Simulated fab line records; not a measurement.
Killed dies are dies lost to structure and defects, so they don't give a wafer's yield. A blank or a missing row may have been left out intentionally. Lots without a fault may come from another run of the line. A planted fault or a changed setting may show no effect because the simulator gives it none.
Which tool did it?	flow sky130	14 lots, 42 wafers sampled, at 2 steps of a route of 708

== WHAT EACH GAUGE READ, for each wafer ==
SKY_GATE_OXIDE_THK_MEAS_02.
lot	measured	on	GATE_OXIDE_OXIDATION_00_THK (nm)
L388	day 12 22:34	film metro-04	10.52 10.68 10.56
L389	day 13 01:26	film metro-04	10.47 10.45 10.52
L390	day 13 12:07	film metro-01	10.44 10.42 10.38
L392	day 14 02:06	film metro-01	10.19 10.11 10.17
L393	day 14 10:58	film metro-04	10.28 10.34 10.23
L394	day 14 16:16	film metro-01	10.19 10.24 10.38
L395	day 15 08:47	film metro-02	10.31 10.34 10.33
L396	day 15 11:47	film metro-02	10.16 10.22 10.44
L398	day 16 09:31	film metro-02	10.17 10.12 10.07
L404	day 18 12:55	film metro-01	13.38 13.33 13.15
L405	day 18 12:55	film metro-04	12.95 12.90 12.99
L406	day 18 18:20	film metro-04	10.35 10.52 10.37
L408	day 19 12:25	film metro-04	10.16 10.14 10.22
L409	day 19 23:54	film metro-02	10.13 10.05 10.08

== TOOL THAT RAN EACH LOT (tool first, then ch and the chambers of the sampled wafers, then the start) ==
lot	SKY_GATE_OXIDE_OXIDATION_01
L388	furnace-02 ch 0, day 12 21:10
L389	furnace-01 ch 0, day 13 00:02
L390	furnace-02 ch 0, day 13 10:42
L392	furnace-01 ch 0, day 14 00:40
L393	furnace-02 ch 0, day 14 09:33
L394	furnace-01 ch 0, day 14 14:50
L395	furnace-01 ch 0, day 15 07:22
L396	furnace-01 ch 0, day 15 10:22
L398	furnace-02 ch 0, day 16 08:02
L404	furnace-02 ch 0, day 18 11:31
L405	furnace-02 ch 0, day 18 11:31
L406	furnace-01 ch 0, day 18 16:54
L408	furnace-01 ch 0, day 19 11:01
L409	furnace-01 ch 0, day 19 22:28
- SKY_GATE_OXIDE_OXIDATION_01: stabilise 600 s, purge 300 s, target thk 10.268 nm.

== AS READ BY THE TOOLS THEMSELVES (means over the sampled wafers that have a number; for cases with no such wafer, the mark the record gives instead) ==
SKY_GATE_OXIDE_OXIDATION_01.
lot	tool	spike tc bottom C (C)	spike tc centre C (C)	spike tc lower C (C)	spike tc top C (C)	spike tc upper C (C)	tube center temp C (C)	tube_center_temp_C_max	zone power bottom pct (%)	zone power centre pct (%)	zone power top pct (%)
L388	furnace-02	918.3	901.9	900.6	908.9	900.4	899.93	902.5	28.3	22.6	31.1
L389	furnace-01	920.1	901.3	901.1	908.8	901.4	899.96	902.2	26.7	17.7	32.0
L390	furnace-02	919.0	901.9	900.1	908.1	901.9	900.05	902.5	28.2	22.6	31.2
L392	furnace-01	920.1	900.9	900.8	908.8	902.0	899.95	902.3	26.7	17.6	31.6
L393	furnace-02	918.3	901.7	900.2	909.4	901.4	900.11	902.1	28.4	22.7	31.1
L394	furnace-01	919.7	900.5	901.8	909.1	900.4	899.96	902.0	26.4	17.7	31.5
L395	furnace-01	920.4	900.6	901.0	908.6	901.1	899.99	902.2	26.8	17.6	31.9
L396	furnace-01	919.5	900.7	901.9	909.5	900.8	899.98	902.4	26.6	17.5	31.7
L398	furnace-02	919.2	901.1	900.8	909.5	900.3	900.03	902.2	28.1	22.9	31.6
L404	furnace-02	942.3	925.3	923.4	932.3	924.3	923.49	925.7	30.1	24.3	32.7
L405	furnace-02	941.7	924.6	924.2	931.2	924.4	923.48	925.8	30.2	23.9	33.2
L406	furnace-01	919.9	900.1	901.1	908.3	899.4	900.03	902.2	26.5	17.5	31.6
L408	furnace-01	920.6	900.3	900.9	909.4	901.4	899.96	902.2	26.5	17.7	31.5
L409	furnace-01	919.6	899.8	901.4	909.3	900.8	899.99	902.2	26.5	17.4	32.0

== THE ANSWER, worked out from the rows above alone ==
Rule: the usual values come from the lots themselves. The widest of any qualifying gaps counts: lots, ordered by their means at a reading, are off when they make up no more than a third of the lots, leave a main group of 4 or more, and stand apart from it by 3 or more times the standard deviation of that group's means. A main group is skipped when, at the precision printed for the reading in the tables above, its means are all equal. Also off: a lot with no number at a reading for which 4 or more lots have one. The other lots that the step has rows for count as sound. First the gauges in route order, then the tools' own readings, where a lot's mean is used as printed above. The first step at which some lot is off is used, and at that step the reading that is off furthest; a lot without a number counts as furthest.
Off: at SKY_GATE_OXIDE_THK_MEAS_02 (GATE_OXIDE_OXIDATION_00_THK), L404, L405. The main group has a mean of 10.30 nm with a standard deviation of 0.15.
A tool fits if, at a process step before that reading, it ran every lot that is off, and no sound lot after the first of them. The gauges at SKY_GATE_OXIDE_THK_MEAS_02 aren't tried: what is off there is off at SKY_GATE_OXIDE_OXIDATION_01 too, on other tools, and a gauge's error can't cause that. One candidate fits, namely furnace-02 at SKY_GATE_OXIDE_OXIDATION_01. Its last sound lot is L398 (day 16 08:02), its first lot that is off L404 (day 18 11:31): a fault that began between those two fits.
The tool's own readings at SKY_GATE_OXIDE_OXIDATION_01 bear it out: on the lots that are off they differ by more than 5 times the standard deviation of the sound lots' means. spike tc bottom C reads 942.0 C there against 919.6 C on the sound lots; spike tc centre C reads 925.0 C there against 900.9 C on the sound lots; spike tc lower C reads 923.8 C there against 901.0 C on the sound lots; spike tc top C reads 931.8 C there against 909.0 C on the sound lots; spike tc upper C reads 924.3 C there against 900.9 C on the sound lots; tube center temp C reads 923.49 C there against 900.00 C on the sound lots; tube_center_temp_C_max reads 925.8 there against 902.2 on the sound lots.

== WHAT HAD BEEN PUT IN BY THE SIMULATOR ==
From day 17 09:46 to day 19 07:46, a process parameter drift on furnace-02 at SKY_GATE_OXIDE_OXIDATION_01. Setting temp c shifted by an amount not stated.
Struck lots among those shown: L404, L405. This agrees with what the rule above found.
